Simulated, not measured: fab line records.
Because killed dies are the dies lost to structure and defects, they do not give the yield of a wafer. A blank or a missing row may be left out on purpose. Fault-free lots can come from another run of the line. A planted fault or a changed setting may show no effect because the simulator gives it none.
Which tool did it? ; flow sky130 ; 9 lots with 27 wafers sampled at 6 steps, on a route of 708 steps

## WHAT THE GAUGES READ, wafer by wafer
SKY_POLY_CUT_CD_MEAS_08 targets a cd of 270 nm. Usual: 270.4 nm for cd nm, sd 1.5.
lot;measured;on;cd nm (nm);flag
L138;day 24 05:52;cd sem-02;271.5 272.2 269.4;
L140;day 24 19:21;cd sem-01;267.2 267.1 268.7;
L144;day 27 08:48;cd sem-01;270.6 271.5 271.1;
L145;day 27 05:25;cd sem-01;269.4 269.9 268.4;
L147;day 27 22:29;cd sem-02;270.0 270.1 271.6;
L148;day 28 00:21;cd sem-02;272.3 271.6 272.3;
L150;day 28 16:46;cd sem-01;270.7 270.6 270.0;
L159;day 31 09:13;cd sem-01;269.7 269.4 268.7;
L160;day 31 19:28;cd sem-02;270.0 270.3 272.3;

SKY_METAL5_RS_MEAS_05: measures by four-point-probe. Usual: for METAL5_ALCU_RS the level is 0.027 ohm/sq and the standard deviation is 0.00024.
lot;measured;on;METAL5_ALCU_RS (ohm/sq);flag
L138;day 42 22:47;film metro-03;0.0275 0.02725 0.02723;
L140;day 43 10:10;film metro-02;0.02701 0.02691 0.02705;
L144;day 45 09:35;film metro-02;0.02663 0.02682 0.02684;
L145;day 45 06:47;film metro-02;0.02713 0.02705 0.02711;
L147;day 45 18:59;film metro-04;0.02694 0.02668 0.02687;
L148;day 45 20:53;film metro-04;0.0271 0.0272 0.02714;
L150;day 46 12:59;film metro-03;0.027 0.02689 0.02686;
L159;day 48 10:59;film metro-04;0.01502 0.01501 0.02728;OFF
L160;day 48 14:55;film metro-04;0.02701 0.01505 0.02707;OFF

SKY_METAL5_THK_MEAS_06: measures by xrf. Usual: for METAL5_ALCU_THK the level is 1151 nm and the standard deviation is 11.
lot;measured;on;METAL5_ALCU_THK (nm);flag
L138;day 42 22:52;film metro-03;1120 1138 1140;
L140;day 43 10:17;film metro-02;1149 1154 1140;
L144;day 45 09:43;film metro-02;1165 1155 1149;
L145;day 45 06:53;film metro-02;1145 1150 1138;
L147;day 45 19:05;film metro-04;1156 1167 1159;
L148;day 45 21:00;film metro-04;1147 1146 1144;
L150;day 46 13:07;film metro-03;1142 1135 1140;
L159;day 48 11:05;film metro-04;2073 2085 1148;OFF
L160;day 48 15:02;film metro-04;1156 2064 1155;OFF

## WHAT TOOL EACH LOT RAN ON (gives the tool, then ch and the chambers of the sampled wafers, and finally the start)
lot;SKY_FIELD_ISO_STRIP_16;SKY_SD_P_STRIP_10;SKY_METAL5_SPUTTER_02
L138;plasma asher-04 ch 0,1, day 2 07:14;plasma asher-01 ch 0,1, day 25 12:21;pvd sputter-01, day 42 22:36
L140;plasma asher-03 ch 0,1, day 2 16:30;plasma asher-01 ch 0,1, day 26 01:35;pvd sputter-01, day 43 10:03
L144;plasma asher-02 ch 0,1, day 3 13:29;plasma asher-04 ch 0,1, day 28 13:43;pvd sputter-01, day 45 09:29
L145;plasma asher-04 ch 0,1, day 3 16:46;plasma asher-01 ch 0,1, day 28 10:54;pvd sputter-02, day 45 06:37
L147;plasma asher-02 ch 0,1, day 4 03:43;plasma asher-04 ch 0,1, day 29 02:35;pvd sputter-04, day 45 18:50
L148;plasma asher-02 ch 0,1, day 4 07:54;plasma asher-04 ch 0,1, day 29 04:56;pvd sputter-04, day 45 20:46
L150;plasma asher-03 ch 0,1, day 4 20:55;plasma asher-02 ch 0,1, day 29 21:37;pvd sputter-02, day 46 12:52
L159;plasma asher-03 ch 0,1, day 6 17:19;plasma asher-02 ch 0,1, day 32 13:27;pvd sputter-02, day 48 10:49
L160;plasma asher-03 ch 0,1, day 7 00:52;plasma asher-04 ch 0, day 32 22:40;pvd sputter-02, day 48 14:47
- SKY_FIELD_ISO_STRIP_16: strips in O2/N2.
- SKY_SD_P_STRIP_10: strips in O2/N2.
- SKY_METAL5_SPUTTER_02: material AlCu, target thk 1150 nm, time 61.2 s.

## WHAT THE TOOLS THEMSELVES READ (means of the sampled wafers that have a number; where no wafer has one, the mark that the record gives instead)
SKY_FIELD_ISO_STRIP_16. Usual: drypump motor current A 5.5 A, standard deviation 0.4; oes product au 0.378 a.u., standard deviation 0.0047; strip time to endpoint s 3.539 s, standard deviation 0.024.
lot;tool;drypump motor current A (A);oes product au (a.u.);strip time to endpoint s (s);flag
L138;plasma asher-04;5.5;0.375;3.500;
L140;plasma asher-03;5.6;0.380;3.536;
L144;plasma asher-02;5.4;0.380;3.551;
L145;plasma asher-04;5.6;0.378;3.548;
L147;plasma asher-02;5.1;0.375;3.558;
L148;plasma asher-02;5.1;0.375;3.541;
L150;plasma asher-03;5.6;0.381;3.562;
L159;plasma asher-03;5.6;0.378;3.531;
L160;plasma asher-03;5.6;0.378;3.537;

SKY_SD_P_STRIP_10. Usual: drypump motor current A 5.5 A, standard deviation 0.37; oes product au 0.617 a.u., standard deviation 0.0046; strip time to endpoint s 17.50 s, standard deviation 0.042.
lot;tool;drypump motor current A (A);oes product au (a.u.);strip time to endpoint s (s);flag
L138;plasma asher-01;5.5;0.617;17.48;
L140;plasma asher-01;5.6;0.615;17.46;
L144;plasma asher-04;5.5;0.620;17.54;
L145;plasma asher-01;5.5;0.621;17.48;
L147;plasma asher-04;5.5;0.616;17.46;
L148;plasma asher-04;5.5;0.621;17.47;
L150;plasma asher-02;5.1;0.614;17.47;
L159;plasma asher-02;5.4;0.616;17.47;
L160;plasma asher-04;5.9;0.619;17.56;

SKY_METAL5_SPUTTER_02. Usual: 30.2 % for throttle valve pct, sd 0.84.
lot;tool;throttle valve pct (%);flag
L138;pvd sputter-01;30.4;
L140;pvd sputter-01;31.3;
L144;pvd sputter-01;31.1;
L145;pvd sputter-02;30.0;
L147;pvd sputter-04;29.7;
L148;pvd sputter-04;29.9;
L150;pvd sputter-02;29.5;
L159;pvd sputter-02;29.4;
L160;pvd sputter-02;29.9;

## THE ANSWER, worked out from the rows above alone
Rule: a lot is off if the mean of its wafers that have a number lies more than 3 standard deviations from the usual mean. Also off: a lot with no number at a reading for which 4 or more lots have one. The other lots that the step has rows for count as sound. The gauges are gone through in route order, then the tools' own readings, and for those a lot's mean is taken as printed above. The first step at which some lot is off is used, and at that step the reading that is off furthest; a lot without a number counts as furthest.
Off: L159, L160, seen at SKY_METAL5_RS_MEAS_05 (METAL5_ALCU_RS).
A tool fits if, at a process step before that reading, it ran every lot that is off, and no sound lot after the first of them. The gauges at SKY_METAL5_RS_MEAS_05 are tried like those tools. Can't be told from this: 3 tools fit, plasma asher-03 at SKY_FIELD_ISO_STRIP_16, pvd sputter-02 at SKY_METAL5_SPUTTER_02, film metro-04 at SKY_METAL5_RS_MEAS_05.

## WHAT WAS PUT IN BY THE SIMULATOR
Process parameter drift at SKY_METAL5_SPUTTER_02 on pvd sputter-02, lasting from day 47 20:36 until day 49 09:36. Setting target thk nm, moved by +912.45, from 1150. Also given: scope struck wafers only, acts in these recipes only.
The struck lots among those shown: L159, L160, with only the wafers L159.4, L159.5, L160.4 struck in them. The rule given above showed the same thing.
